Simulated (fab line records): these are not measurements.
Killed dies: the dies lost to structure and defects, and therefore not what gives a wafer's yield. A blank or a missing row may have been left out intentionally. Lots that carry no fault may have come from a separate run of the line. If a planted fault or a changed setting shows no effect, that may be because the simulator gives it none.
fab line records	flow sky130
record: lots: 13	wafers: 38	last_day: 51
route steps=708 shown METAL5@676 PAD_OPEN@708
lots that met no fault: taken from a fault-free run of the same line
start_h: start of the lot's first displayed wafer, in hours after the record's first day	wait_h: hours since the lot's step before	" identical to the entry in the row above	L1.1+2: several wafers, shown together as one row	- no value, or no start was given	* or withheld: withheld	< > ~ a bound
route shown NAME@n: names a module that has steps shown in the file, with the first one's number in the route	usual: average and standard deviation across the fault-free wafers	same: alike in all rows	chamber/n: place in a boat	sites: readings site by site	_std_site: their standard deviation	_edge_site: the outer-site mean with the inner-site mean subtracted	radius_mm: how far each site lies from the wafer's centre	mask NAME#n: copy n	behind: the last tool/chamber to shape the wafer	hold: cause of the lot's hold/its duration in hours/its outcome	device: which transistor (n, p or np) failed to switch	end of line: tests of these same wafers at the route's end	a step without rows: its recipe alone	killed: count of dies lost to structure and defects at first sort (not the wafer's yield)	map: a wafer's dies, x killed, . not, _ none there
set.NAME: the setting as run; set.NAME@STEP: as run at that earlier step	model.NAME: the simulator's own value behind a step, which no gauge read
a sample of lots followed through the steps of the route, with each step as a table and each wafer as a row
services: a tool's chamber out of use, with start hour (start_h, from the record's first day; less than 0 if before it), hours out, and reason
== steps ==
step: SKY_METAL5_METAL_ETCH_15
recipe: target_depth_a: 12600	stop_on: SiO2	over_etch_frac: 0.2	time_s: 252	chemistry: Cl2/BCl3	resist_sidewall_deg: 86	pressure_mtorr: 10	icp_w: 900	bias_w: 48.5	Cl2_flow_sccm: 60	bcl3_flow_sccm: 30
usual: drypump_motor_current_A: 5.6/0.34	oes_product_au: 0.894/0.0055	run_length_s: 280.1/0.38	throttle_valve_pct: 22.263/0.009
lot.wafer	tool	chamber	start_h	wait_h	drypump_motor_current_A	oes_product_au	rf_hours_counter_h	run_length_s	throttle_valve_pct
L279.1	rie_metal-01	1	1065.30	0.1	5.4	0.891	23	280.0	22.253
L279.3	"	1	"	"	5.3	0.892	-	280.3	22.258
L279.6	"	1	"	"	5.3	0.902	-	280.0	22.261
L281.3	rie_metal-02	0	1073.05	0.1	6.1	0.891	-	279.5	22.270
L281.4	"	1	"	"	5.6	0.893	-	280.5	22.269
L281.5	"	0	"	"	6.1	0.896	-	279.4	22.267
L280.1	rie_metal-04	1	1073.93	0.0	5.5	0.894	22	280.8	22.257
L280.4	"	1	"	"	5.5	0.899	-	280.4	22.255
L280.5	"	0	"	"	5.3	0.892	-	279.7	22.265
L283.1	rie_metal-01	1	1088.65	0.1	5.3	0.888	25	280.0	22.265
L283.5	"	1	"	"	5.4	0.898	-	280.2	22.272
L283.6	"	1	"	"	5.3	0.895	-	280.3	22.255
L284.4	rie_metal-02	0	1094.76	0.1	6.1	0.897	-	279.5	22.271
L284.5	"	1	"	"	5.6	0.901	-	280.5	22.257
L284.6	"	0	"	"	6.1	0.887	-	280.3	22.279
L285.2	rie_metal-02	0	1099.63	0.0	6.2	0.885	10	279.4	22.269
L285.3	"	1	"	"	5.6	0.897	-	281.1	22.269
L285.4	"	0	"	"	6.1	0.892	-	279.5	22.266
L286.1	rie_metal-04	1	1108.73	0.0	5.5	0.887	24	280.7	22.260
L286.2	"	0	"	"	5.3	0.893	14	279.9	22.273
L286.5	"	1	"	"	5.5	0.890	-	280.2	22.268
L287.3	rie_metal-04	0	1121.08	0.1	5.4	0.896	-	280.2	22.266
L287.4	"	1	"	"	5.5	0.899	-	280.0	22.283
L287.6	"	0	"	"	5.3	0.892	-	280.1	22.254
L290.3	rie_metal-02	1	1139.18	0.1	5.6	0.897	-	280.5	22.269
L290.4	"	0	"	"	6.1	0.893	-	279.5	22.259
L290.6	"	1	"	"	5.6	0.902	-	280.5	22.268
L293.3	rie_metal-01	0	1159.88	0.1	6.1	0.887	-	280.2	22.284
L293.4	"	1	"	"	5.4	0.976	-	224.4	22.260
L298.1	rie_metal-02	0	1180.28	0.0	6.1	0.896	17	279.6	22.271
L298.2	"	1	"	"	5.6	0.885	23	280.7	22.277
L298.6	"	1	"	"	5.6	0.889	-	280.3	22.253
L299.1	rie_metal-04	1	1180.93	0.0	5.5	0.903	31	280.2	22.293
L299.3	"	0	"	"	5.3	0.905	-	280.2	22.258
L299.6	"	1	"	"	5.5	0.890	-	280.1	22.253
L300.4	rie_metal-02	0	1186.05	0.3	6.1	0.895	-	280.0	22.250
L300.5	"	0	"	"	6.1	0.899	-	279.6	22.254
L300.6	"	0	"	"	6.1	0.896	-	279.8	22.269
step: SKY_METAL5_STRIP_16
recipe: chemistry: O2/N2	power_w: 1400	pressure_mtorr: 1500	platen_temp_c: withheld	o2_flow_sccm: 3000	n2_flow_sccm: 300	overash_fraction: 0.5
usual: drypump_motor_current_A: 5.8/0.64	o2_flow_sccm: 2999/8.8	oes_product_au: 0.711/0.0043	strip_time_to_endpoint_s: 13.10/0.076
lot.wafer	tool	chamber	start_h	wait_h	drypump_motor_current_A	o2_flow_sccm	oes_product_au	rf_hours_counter_h	strip_time_to_endpoint_s
L279.1	plasma_asher-02	1	1065.77	0.4	4.7	3002	0.714	22	13.02
L279.3	"	0	"	"	6.2	3014	0.712	-	13.05
L279.6	"	1	"	"	4.7	3001	0.712	-	13.07
L281.3	plasma_asher-04	0	1073.24	0.1	5.9	2994	0.712	-	13.07
L281.4	"	1	"	"	6.5	3001	0.707	-	13.14
L281.5	"	1	"	"	6.4	3010	0.706	-	12.99
L280.1	plasma_asher-02	1	1074.17	0.2	4.8	3001	0.715	23	13.08
L280.4	"	1	"	"	4.8	2988	0.707	-	13.10
L280.5	"	1	"	"	4.7	2991	0.708	-	13.18
L283.1	plasma_asher-02	1	1089.12	0.4	4.7	3007	0.716	24	13.00
L283.5	"	0	"	"	6.2	3009	0.713	-	13.04
L283.6	"	1	"	"	4.7	2991	0.715	-	12.94
L284.4	plasma_asher-04	1	1094.95	0.1	6.5	2996	0.708	-	13.05
L284.5	"	0	"	"	5.9	2997	0.721	-	13.15
L284.6	"	1	"	"	6.5	3008	0.716	-	13.13
L285.2	plasma_asher-01	1	1099.87	0.2	6.2	2989	0.706	70	13.18
L285.3	"	0	"	"	5.4	2995	0.706	-	13.26
L285.4	"	1	"	"	6.2	2979	0.718	-	13.15
L286.1	plasma_asher-02	0	1108.97	0.2	6.2	2998	0.709	26	12.95
L286.2	"	1	"	"	4.7	2985	0.711	26	13.11
L286.5	"	0	"	"	6.2	3003	0.715	-	13.01
L287.3	plasma_asher-04	1	1121.27	0.1	6.5	2994	0.714	-	13.04
L287.4	"	0	"	"	5.9	2996	0.713	-	13.23
L287.6	"	1	"	"	6.5	3001	0.714	-	13.15
L290.3	plasma_asher-02	0	1139.37	0.1	6.2	3008	0.706	-	13.06
L290.4	"	1	"	"	4.7	2994	0.710	-	13.11
L290.6	"	1	"	"	4.7	2997	0.710	-	13.04
L293.3	plasma_asher-04	0	1160.07	0.1	5.9	2996	0.720	-	13.02
L293.4	"	1	"	"	6.5	3000	0.715	-	15.07
L298.1	plasma_asher-01	0	1180.52	0.2	5.4	3008	0.708	78	13.22
L298.2	"	1	"	"	6.2	2998	0.715	78	13.21
L298.6	"	0	"	"	5.4	3001	0.711	-	13.12
L299.1	plasma_asher-01	0	1181.17	0.2	5.4	2998	0.717	78	13.02
L299.3	"	1	"	"	6.2	2997	0.715	-	13.03
L299.6	"	0	"	"	5.4	2998	0.710	-	13.11
L300.4	plasma_asher-04	1	1186.32	0.2	6.5	2977	0.718	-	13.05
L300.5	"	1	"	"	6.5	2991	0.718	-	13.18
L300.6	"	0	"	"	5.9	2991	0.710	-	13.19
step: SKY_PAD_OPEN_PROBE_99
usual: defect_limited_yield: 82.6/1.7	killed_at_M0_to_M3: 43/7	killed_at_M4_up: 3.1/1.5	killed_at_contacts: 23/4.9	killed_at_front_end: 16/3.9	killed_at_other: 0.3/0.52	killed_dies: 86/8.2	killed_on_rim: 16/3.7	killed_open: 47/6.1	killed_short: 38/5.8	sort_bin_3_pad_short: 0.8/0.41	sort_bin_5_function: 10.2/1.3	sort_bin_6_memory: 6.4/1.1	sort_n_pass: 406/8.2	sort_yield_pct: 82.6/1.7
same: gross_dies: 492	killed_at_back_side: 0	sort_bin_4_leakage[%]: 0	sort_bin_8_speed[%]: 0
lot.wafer	tool	chamber	start_h	wait_h	defect_limited_yield[%]	killed_at_M0_to_M3	killed_at_M4_up	killed_at_contacts	killed_at_front_end	killed_at_other	killed_dies	killed_on_rim	killed_open	killed_short	sort_bin_3_pad_short[%]	sort_bin_5_function[%]	sort_bin_6_memory[%]	sort_n_pass	sort_yield_pct[%]
L279.1	prober-02	-	1112.15	0.1	85.2	36	2	22	13	0	73	18	39	34	0.4	6.9	7.5	419	85.2
L279.3	prober-02	-	1112.25	0.2	81.5	47	3	24	17	0	91	18	50	41	1.0	10.4	7.1	401	81.5
L279.6	prober-02	-	1112.40	0.2	83.7	30	3	28	19	0	80	20	43	37	1.0	9.1	6.1	412	83.7
L280.1	prober-02	-	1120.28	0.1	80.7	45	2	30	18	0	95	15	52	43	0.8	10.2	8.3	397	80.7
L280.4	prober-02	-	1120.43	0.2	83.3	44	5	16	17	0	82	10	49	33	0.8	10.6	5.3	410	83.3
L280.5	prober-02	-	1120.48	0.2	83.3	42	4	23	13	0	82	12	47	35	0.6	9.8	6.3	410	83.3
L283.1	prober-02	-	1133.32	0.1	80.5	49	5	26	16	0	96	14	50	45	1.4	10.6	7.5	396	80.5
L283.5	prober-02	-	1133.52	0.2	84.8	40	2	22	11	0	75	18	40	32	0.6	9.3	5.3	417	84.8
L283.6	prober-02	-	1133.57	0.2	82.7	49	2	22	11	1	85	19	51	34	0.2	11.4	5.7	407	82.7
L286.1	prober-01	-	1153.14	0.1	80.1	44	4	26	24	0	98	24	53	45	1.4	14.0	4.5	394	80.1
L286.2	prober-01	-	1153.19	0.1	83.3	46	3	18	14	1	82	15	48	33	0.6	8.5	7.5	410	83.3
L286.5	prober-01	-	1153.34	0.2	83.9	39	0	25	14	1	79	17	41	37	0.4	8.9	6.7	413	83.9
L287.3	prober-02	-	1164.45	0.2	84.1	34	5	18	21	0	78	14	48	30	1.2	8.9	5.7	414	84.1
L287.4	prober-02	-	1164.50	0.2	81.5	41	4	21	25	0	91	22	46	45	0.4	10.6	7.5	401	81.5
L287.6	prober-02	-	1164.60	0.2	81.9	55	4	21	9	0	89	17	47	42	0.8	11.8	5.5	403	81.9
L293.3	prober-01	-	1201.26	0.2	82.9	46	3	21	14	0	84	14	43	41	1.2	9.8	6.1	408	82.9
L293.4	prober-01	-	1201.31	0.2	0	41	407	22	20	2	492	96	46	41	1.0	92.3	6.7	0	0
L298.1	prober-02	-	1218.31	0.1	83.5	40	2	21	18	0	81	12	46	33	0.8	8.3	7.3	411	83.5
L298.2	prober-02	-	1218.36	0.1	83.1	43	3	24	13	0	83	15	46	37	1.2	8.5	7.1	409	83.1
L298.6	prober-02	-	1218.56	0.2	83.7	44	3	21	12	0	80	12	43	37	0.6	10.2	5.5	412	83.7
L299.1	prober-01	-	1219.55	0.1	78.9	58	3	30	11	2	104	14	59	44	1.8	12.2	7.1	388	78.9
L299.3	prober-01	-	1219.65	0.2	82.9	47	5	20	12	0	84	22	50	34	0.4	8.7	7.9	408	82.9
L299.6	prober-01	-	1219.80	0.2	81.1	47	3	29	14	0	93	17	50	43	1.0	11.6	6.3	399	81.1
killed by level:class
L279.1 VIA1:geometric_particle:open=10 LI_CONTACT:geometric_particle:open=8 METAL1:geometric_particle:short=7 CONTACT:geometric_particle:short=6 VIA2:geometric_particle:open=5 METAL2:geometric_particle:short=5 CONTACT:geometric_particle:open=4 VIA3:geometric_particle:open=4
L279.3 LI_CONTACT:geometric_particle:open=10 POLY_GATE:geometric_particle:short=9 VIA1:geometric_particle:open=9 METAL1:geometric_particle:short=8 CONTACT:geometric_particle:open=8 VIA3:geometric_particle:open=5 VIA2:geometric_particle:open=5 VIA1:geometric_particle:short=4
L279.6 LI_CONTACT:geometric_particle:open=10 CONTACT:geometric_particle:open=7 METAL1:geometric_particle:short=7 FIELD_ISO:geometric_particle:short=5 CONTACT:geometric_particle:short=5 VIA1:geometric_particle:short=4 FIELD_ISO:geometric_particle:open=3 POLY_GATE:geometric_particle:short=3
L280.1 METAL1:geometric_particle:short=10 CONTACT:geometric_particle:open=10 LI_CONTACT:geometric_particle:open=9 VIA2:geometric_particle:open=7 VIA1:geometric_particle:open=7 FIELD_ISO:geometric_particle:short=6 FIELD_ISO:geometric_particle:open=6 METAL2:geometric_particle:short=6
L280.4 VIA2:geometric_particle:open=12 LI_CONTACT:geometric_particle:open=6 VIA1:geometric_particle:open=6 METAL2:geometric_particle:short=5 CONTACT:geometric_particle:open=5 VIA3:geometric_particle:open=5 POLY_GATE:geometric_particle:short=4 METAL1:geometric_particle:short=4
L280.5 CONTACT:geometric_particle:open=8 VIA3:geometric_particle:open=8 VIA2:geometric_particle:open=7 LOCAL_INTERCONNECT:geometric_particle:short=6 VIA1:geometric_particle:open=6 LI_CONTACT:geometric_particle:open=4 METAL2:geometric_particle:short=4 METAL1:geometric_particle:short=4
L283.1 VIA1:geometric_particle:open=12 CONTACT:geometric_particle:open=10 VIA1:geometric_particle:short=10 LI_CONTACT:geometric_particle:open=7 FIELD_ISO:geometric_particle:open=5 POLY_GATE:geometric_particle:open=5 METAL2:geometric_particle:short=5 VIA3:geometric_particle:open=5
L283.5 VIA1:geometric_particle:open=11 LI_CONTACT:geometric_particle:open=7 CONTACT:geometric_particle:open=6 METAL1:geometric_particle:short=5 METAL2:geometric_particle:short=5 LOCAL_INTERCONNECT:geometric_particle:short=4 CONTACT:geometric_particle:short=4 VIA1:geometric_particle:short=4
L283.6 VIA1:geometric_particle:open=13 LI_CONTACT:geometric_particle:open=8 METAL2:geometric_particle:short=7 VIA3:geometric_particle:open=6 CONTACT:geometric_particle:open=6 VIA2:geometric_particle:open=6 VIA1:geometric_particle:short=5 FIELD_ISO:geometric_particle:short=4
L286.1 VIA1:geometric_particle:open=13 VIA2:geometric_particle:open=8 LI_CONTACT:geometric_particle:open=7 FIELD_ISO:geometric_particle:open=6 FIELD_ISO:geometric_particle:short=5 METAL1:geometric_particle:short=5 LI_CONTACT:geometric_particle:short=5 POLY_GATE:geometric_particle:open=5
L286.2 VIA1:geometric_particle:open=11 LI_CONTACT:geometric_particle:open=8 VIA1:geometric_particle:short=6 VIA2:geometric_particle:open=6 METAL2:geometric_particle:short=5 VIA3:geometric_particle:open=5 FIELD_ISO:geometric_particle:short=4 FIELD_ISO:geometric_particle:open=4
L286.5 CONTACT:geometric_particle:open=8 VIA1:geometric_particle:open=7 LI_CONTACT:geometric_particle:open=6 METAL1:geometric_particle:short=6 POLY_GATE:geometric_particle:open=5 CONTACT:geometric_particle:short=5 VIA2:geometric_particle:short=5 METAL3:geometric_particle:short=5
L287.3 VIA2:geometric_particle:open=8 CONTACT:geometric_particle:open=7 VIA3:geometric_particle:open=6 FIELD_ISO:geometric_particle:open=5 VIA1:geometric_particle:open=5 FIELD_ISO:geometric_particle:short=4 POLY_GATE:geometric_particle:open=4 METAL2:geometric_particle:short=4
L287.4 FIELD_ISO:geometric_particle:open=8 CONTACT:geometric_particle:open=7 VIA1:geometric_particle:open=7 METAL1:geometric_particle:short=7 VIA1:geometric_particle:short=7 POLY_GATE:geometric_particle:short=6 LOCAL_INTERCONNECT:geometric_particle:short=5 VIA2:geometric_particle:open=5
L287.6 VIA1:geometric_particle:open=11 VIA3:geometric_particle:open=9 LI_CONTACT:geometric_particle:open=7 VIA2:geometric_particle:short=6 METAL2:geometric_particle:short=6 VIA2:geometric_particle:open=6 CONTACT:geometric_particle:open=5 METAL1:geometric_particle:short=5
L293.3 VIA1:geometric_particle:open=11 METAL2:geometric_particle:short=7 LI_CONTACT:geometric_particle:open=6 CONTACT:geometric_particle:open=5 VIA2:geometric_particle:open=5 VIA3:geometric_particle:short=5 FIELD_ISO:geometric_particle:open=4 FIELD_ISO:geometric_particle:short=4
L293.4 METAL5:area_etch=403 VIA1:geometric_particle:open=10 LI_CONTACT:geometric_particle:open=9 VIA1:geometric_particle:short=8 POLY_GATE:geometric_particle:short=7 METAL1:geometric_particle:short=7 CONTACT:geometric_particle:open=6 FIELD_ISO:geometric_particle:short=4
L298.1 CONTACT:geometric_particle:open=8 VIA2:geometric_particle:open=8 VIA1:geometric_particle:open=8 FIELD_ISO:geometric_particle:short=7 VIA1:geometric_particle:short=5 METAL2:geometric_particle:short=5 FIELD_ISO:geometric_particle:open=4 POLY_GATE:geometric_particle:open=4
L298.2 CONTACT:geometric_particle:open=9 VIA1:geometric_particle:open=8 VIA2:geometric_particle:open=7 VIA3:geometric_particle:open=7 LI_CONTACT:geometric_particle:open=6 METAL1:geometric_particle:short=5 POLY_GATE:geometric_particle:short=4 METAL3:geometric_particle:short=4
L298.6 VIA1:geometric_particle:open=15 CONTACT:geometric_particle:open=11 VIA1:geometric_particle:short=9 LI_CONTACT:geometric_particle:open=5 FIELD_ISO:geometric_particle:short=4 POLY_GATE:geometric_particle:short=4 METAL2:geometric_particle:short=4 FIELD_ISO:geometric_particle:open=3
L299.1 VIA2:geometric_particle:open=12 CONTACT:geometric_particle:open=11 VIA1:geometric_particle:open=10 METAL2:geometric_particle:short=9 LI_CONTACT:geometric_particle:open=7 VIA3:geometric_particle:open=7 VIA1:geometric_particle:short=6 LOCAL_INTERCONNECT:geometric_particle:short=4
L299.3 VIA2:geometric_particle:open=12 VIA1:geometric_particle:open=10 LI_CONTACT:geometric_particle:open=8 CONTACT:geometric_particle:open=6 METAL1:geometric_particle:short=5 FIELD_ISO:geometric_particle:open=4 VIA1:geometric_particle:short=4 FIELD_ISO:geometric_particle:short=3
L299.6 CONTACT:geometric_particle:open=13 METAL1:geometric_particle:short=11 LI_CONTACT:geometric_particle:open=9 VIA2:geometric_particle:open=8 POLY_GATE:geometric_particle:open=6 VIA3:geometric_particle:open=5 POLY_GATE:geometric_particle:short=4 VIA1:geometric_particle:short=4
== services ==
tool	chamber	start_h	hours	kind
rie_metal-02	0	1052.98	8.8	repair
plasma_asher-04	-	1055.25	9.0	pm
plasma_asher-04	0	1055.25	9.0	vent_cycle
plasma_asher-04	1	1055.25	9.0	vent_cycle
plasma_asher-04	-	1057.09	1.1	repair
plasma_asher-04	0	1064.25	-	clean
plasma_asher-04	1	1064.25	-	clean
rie_metal-01	1	1101.61	8.2	repair
plasma_asher-04	-	1107.96	3.6	repair
plasma_asher-04	-	1109.31	2.2	repair
rie_metal-02	-	1147.73	2.8	pm
rie_metal-02	1	1161.76	17.9	repair
== key ==
first_sign: step: SKY_METAL5_METAL_ETCH_15	reading: run_length_s	direction: down	sigmas: 99+	usual: *	struck: *
effect: step: SKY_METAL5_METAL_ETCH_15	reading: oes_product_au	direction: up	sigmas: 15	usual: 0.894	struck: 0.976
effect: step: SKY_METAL5_STRIP_16	reading: strip_time_to_endpoint_s	direction: up	sigmas: 26	usual: *	struck: *
effect: step: SKY_PAD_OPEN_PROBE_99	reading: killed_at_M4_up	direction: up	sigmas: 99+	usual: 3.1	struck: 407
more_kills_born_at: SKY_METAL5_METAL_ETCH_15@rie_metal-01: 403
met_at SKY_METAL5_METAL_ETCH_15
struck_lots L293
struck_wafers L293.4
later_rows_left_out L293.4
onset_between 1088.65 1159.88
fault: kind: process_parameter_drift	tool: rie_metal-01	chamber: -	onset_h: 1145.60	steps: SKY_METAL5_METAL_ETCH_15	channel: time_s	offset: *	shape: step	end_h: 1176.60	scope: struck_wafers_only	acts_in: *	stated: *
later_rows_left_out: the simulator's readings of these wafers behind a module that went badly wrong aren't trusted and aren't shown, but for the sort
